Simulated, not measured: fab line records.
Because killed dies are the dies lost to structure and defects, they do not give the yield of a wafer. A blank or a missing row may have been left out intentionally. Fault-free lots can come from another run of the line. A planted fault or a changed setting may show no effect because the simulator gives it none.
Comparing a struck lot with a sound one || flow sky130 || 15 steps out of a route of 708
Sound: the wafers L425.1, L425.2, L425.5. Struck: wafers L430.1, L430.4. (L430.6 of the same lot was not struck and is left out.) The cause comes at the end.
Order at every step that has rows: each side's tool, ch and its chambers, its first start. Under that, the readings that differ: sound wafers || struck wafers || difference of the means || sigmas: that difference in standard deviations of wafers without a fault.
alike: readings whose means differ by less than 2 such deviations, and words and numbers that are the same on both sides. not compared: withheld readings, readings that some wafer has no value for, bounds like >300 that may hide the same value, and numbers for which the record gives no deviation and whose values overlap.
Wherever a step has rows on one side only, a row that says differs or no value, or a row with sigmas, the two part there. Numbers that don't overlap but have no deviation are shown without sigmas and don't part them. A reading that every wafer of one side lacks parts them only if that side has two wafers or more.

first, 1 step without rows for these wafers: SKY_VIA1_CMP_24 (polishes, stops on SiO2, t overpolish 15 s, target thk 0 nm).
SKY_METAL2_SPUTTER_00: material Ti, target thk 15 nm, time 10 s.
  struck on pvd_sputter-04, day 38 18:31; sound on pvd_sputter-03, day 37 06:46
  alike: throttle_valve_pct
SKY_METAL2_SPUTTER_01: material TiN, target thk 20 nm, time 16.7 s.
  struck on pvd_sputter-04, day 38 18:32; sound on pvd_sputter-03, day 37 06:47
  alike: throttle_valve_pct
SKY_METAL2_SPUTTER_02: material AlCu, target thk 250 nm, time 13.3 s.
  struck on pvd_sputter-04, day 38 18:33; sound on pvd_sputter-03, day 37 06:49
  alike: throttle_valve_pct
SKY_METAL2_SPUTTER_03: material Ti, target thk 5 nm, time 3.3 s.
  struck on pvd_sputter-04, day 38 18:35; sound on pvd_sputter-03, day 37 06:50
  alike: throttle_valve_pct
SKY_METAL2_SPUTTER_04: material TiN, target thk 70 nm, time 58.3 s.
  struck on pvd_sputter-04, day 38 18:36; sound on pvd_sputter-03, day 37 06:52
  alike: throttle_valve_pct
SKY_METAL2_RS_MEAS_05: a four-point-probe measurement.
  struck on film_metro-02, day 38 18:39; sound on film_metro-02, day 37 06:55
  alike: METAL2_ALCU_RS
SKY_METAL2_THK_MEAS_06: measures by xrf.
  struck on film_metro-02, day 38 18:46; sound on film_metro-02, day 37 07:02
  alike: METAL2_ALCU_THK
then, 4 steps without rows for these wafers: SKY_METAL2_DEHYDRATE_07 (time 60 s); SKY_METAL2_HMDS_08 (prime time 60 s); SKY_METAL2_COAT_09 (resist thk 60 nm); SKY_METAL2_COAT_10 (resist thk 450 nm).
SKY_METAL2_SOFTBAKE_11: time 90 s.
  sound on litho_track-03 ch 0, day 37 19:00; struck on litho_track-03 ch 0, day 39 07:00
{"reading": "run_length_s (s)", "sound": "119.54 119.39 119.37", "struck": "126.87 126.93", "difference": "+7.47", "sigmas": "+37"}
  alike: plate_temp_C
then, 1 step without rows for these wafers: SKY_METAL2_EXPOSE_12 (exposes mask MM2, target cd 140 nm).
SKY_PAD_OPEN_PROBE_99:
  sound wafers here have rows in the record (prober-01, day 48 06:52); struck ones have none

WHERE THEY PART
First at SKY_METAL2_SOFTBAKE_11; last, within this record, at SKY_PAD_OPEN_PROBE_99.

WHY: whatever the simulator had introduced
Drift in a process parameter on litho_track-03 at SKY_METAL2_SOFTBAKE_11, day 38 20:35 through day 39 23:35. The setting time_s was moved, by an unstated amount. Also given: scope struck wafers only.
